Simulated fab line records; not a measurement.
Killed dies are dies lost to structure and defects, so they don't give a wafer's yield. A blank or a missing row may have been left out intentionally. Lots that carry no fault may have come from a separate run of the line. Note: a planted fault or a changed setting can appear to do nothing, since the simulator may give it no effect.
Comparing a struck lot with a sound one + flow sky130 + 43 out of 708 route steps
Sound: the wafers L788.1, L788.3, L788.6. Wafers L784.1, L784.2, L784.5 were the ones struck. Last of all comes the cause.
Per side, at each step with rows, come the tool, then ch with its chambers, and then its first start. Under that, the readings that differ: sound wafers + struck wafers + difference of the means + sigmas: that difference in standard deviations of wafers without a fault.
alike: readings with means less than 2 such deviations apart, plus words and numbers identical on both sides. not compared: withheld readings, readings lacking a value on some wafer, bounds such as >300 that could conceal the same value, and numbers that have no deviation in the record and whose values overlap.
A row with sigmas, a row that says differs or no value, or rows on one side alone: a step with any of these is where the two part. Numbers that have no deviation but don't overlap get no sigmas and don't part them. A reading that every wafer of one side lacks parts them only if that side has two wafers or more.

first, 5 steps without rows for these wafers: SKY_LOCAL_INTERCONNECT_COAT_06 (resist thk 450 nm); SKY_LOCAL_INTERCONNECT_SOFTBAKE_07 (time 90 s); SKY_LOCAL_INTERCONNECT_EXPOSE_08 (exposes mask LI1M, target cd 170 nm); SKY_LOCAL_INTERCONNECT_PEB_09; SKY_LOCAL_INTERCONNECT_DEVELOP_10 (develop time 60 s).
SKY_LOCAL_INTERCONNECT_CD_MEAS_11: target cd 170 nm.
  struck on cdSem-01, day 36 01:11; sound on cdSem-02, day 36 20:38
  alike: cdNm
SKY_LOCAL_INTERCONNECT_OVL_MEAS_12:
  struck on overlay-01, day 36 01:18; sound on overlay-02, day 36 20:45
  alike: LOCAL_INTERCONNECT_OVL
then, 2 steps without rows for these wafers: SKY_LOCAL_INTERCONNECT_ETCH_13 (etches BARC in N2/H2, stops on SiO2, time 45.9 s, target depth 60 nm); SKY_LOCAL_INTERCONNECT_METAL_ETCH_14 (etches TiN in Cl2/BCl3, stops on PSG, target depth 110 nm, time 31.4 s).
SKY_LOCAL_INTERCONNECT_STRIP_15: strips in O2/N2.
  sound on plasmaAsher-04 ch 0,1, day 36 20:54; struck on plasmaAsher-04 ch 0,1, day 36 01:27
  alike: drypumpMotorCurrentA, oesProductAu, stripTimeToEndpointS
  not compared: rfHoursCounterH
then, 2 steps without rows for these wafers: SKY_LOCAL_INTERCONNECT_STRIP_16 (strips in post etch residue remover, time 1200 s); SKY_LOCAL_INTERCONNECT_CLEAN_17 (cleans in IPA, time 180 s).
SKY_LOCAL_INTERCONNECT_CLEAN_18: cleans in O3/DIW.
  sound on wetBench-02 ch 2, day 36 21:24; struck on wetBench-04 ch 2, day 36 01:57
SKY_CONTACT_CVD_00: deposits Si3N4, target thk 75 nm.
  sound on pecvd-04 ch 0,2, day 36 21:29; struck on pecvd-01 ch 1,2, day 36 02:03
  alike: heaterPowerW
SKY_CONTACT_THK_MEAS_01:
  struck on filmMetro-04, day 36 02:05; sound on filmMetro-03, day 36 21:32
  alike: CONTACT_CVD_00_THK
then, 1 step without rows for these wafers: SKY_CONTACT_HDPCVD_02 (deposits SiO2, target thk 565 nm, time 94.2 s).
SKY_CONTACT_THK_MEAS_03:
  struck on filmMetro-03, day 36 02:13; sound on filmMetro-02, day 36 21:40
  alike: CONTACT_HDPCVD_THK
SKY_CONTACT_CMP_04: polishes SiO2.
  sound on cmp-02 ch 0,2, day 36 21:47; struck on cmp-01 ch 0,2, day 36 02:25
  alike: motorCurrentA, retainingRingPressureFrac, timeToEndpointS
SKY_CONTACT_BOW_MEAS_05:
  struck on filmMetro-02, day 36 02:40; sound on filmMetro-03, day 36 22:02
  alike: CONTACT_BOW
then, 8 steps without rows for these wafers: SKY_CONTACT_DEHYDRATE_06 (time 60 s); SKY_CONTACT_HMDS_07 (prime time 60 s); SKY_CONTACT_COAT_08 (resist thk 60 nm); SKY_CONTACT_COAT_09 (resist thk 450 nm); SKY_CONTACT_SOFTBAKE_10 (time 90 s); SKY_CONTACT_EXPOSE_11 (exposes mask CTM1, target cd 170 nm); SKY_CONTACT_PEB_12; SKY_CONTACT_DEVELOP_13 (develop time 60 s).
SKY_CONTACT_CD_MEAS_14: target cd 170 nm.
  struck on cdSem-02, day 37 03:56; sound on cdSem-02, day 37 23:19
  alike: cdNm
SKY_CONTACT_OVL_MEAS_15:
  struck on overlay-01, day 37 04:03; sound on overlay-02, day 37 23:26
  alike: CONTACT_OVL
SKY_CONTACT_ETCH_16: etches BARC in N2/H2, stops on SiO2, time 45.9 s, target depth 60 nm.
  sound on rieDiel-01 ch 0,1,3, day 37 23:28; struck on rieDiel-01 ch 1,2,3, day 37 04:05
  alike: drypumpMotorCurrentA, oesProductAu, throttleValvePct
  not compared: rfHoursCounterH
then, 2 steps without rows for these wafers: SKY_CONTACT_ETCH_17 (etches SiO2 in C4F8/O2/Ar, stops on Si3N4, target depth 340 nm); SKY_CONTACT_ETCH_18 (etches Si3N4 in CHF3/O2, stops on TiN, time 39 s, target depth 75 nm).
SKY_CONTACT_STRIP_19: strips in O2/N2.
  sound on plasmaAsher-04 ch 0,1, day 37 23:37; struck on plasmaAsher-04 ch 0,1, day 37 04:13
  alike: drypumpMotorCurrentA, oesProductAu, stripTimeToEndpointS
  not compared: rfHoursCounterH
then, 5 steps without rows for these wafers: SKY_CONTACT_STRIP_20 (strips in post etch residue remover, time 1200 s); SKY_CONTACT_CLEAN_21 (cleans in IPA, time 180 s); SKY_CONTACT_CLEAN_22 (cleans in O3/DIW); SKY_CONTACT_SPUTTER_23 (material TiN, target thk 20 nm, time 80 s); SKY_CONTACT_CVD_24 (deposits W, target thk 340 nm, time 102.12 s).
SKY_CONTACT_RS_MEAS_25: uses a four-point probe to measure.
  struck on filmMetro-02, day 37 04:59; sound on filmMetro-02, day 38 00:22
  alike: CONTACT_W_RS
SKY_CONTACT_THK_MEAS_26: measures by xrf.
  struck on filmMetro-02, day 37 05:06; sound on filmMetro-02, day 38 00:29
  alike: CONTACT_W_THK
then, 2 steps without rows for these wafers: SKY_CONTACT_CMP_27 (polishes, stops on SiO2, t overpolish 15 s, target thk 0 nm); SKY_METAL1_SPUTTER_00 (material Ti, target thk 15 nm, time 10 s).
-- the record jumps here: 13 days lie between the struck wafers' starts before and after (it left off in module METAL1 and takes up again in module PAD_OPEN, whose first step shown is number 708 of the route) --
SKY_PAD_OPEN_PROBE_99:
  record: rows for the struck wafers here (prober-01, day 49 21:46), none for the sound ones

== WHERE THEY PART ==
Within this record, at SKY_PAD_OPEN_PROBE_99 only.

WHY: what the simulator had put in
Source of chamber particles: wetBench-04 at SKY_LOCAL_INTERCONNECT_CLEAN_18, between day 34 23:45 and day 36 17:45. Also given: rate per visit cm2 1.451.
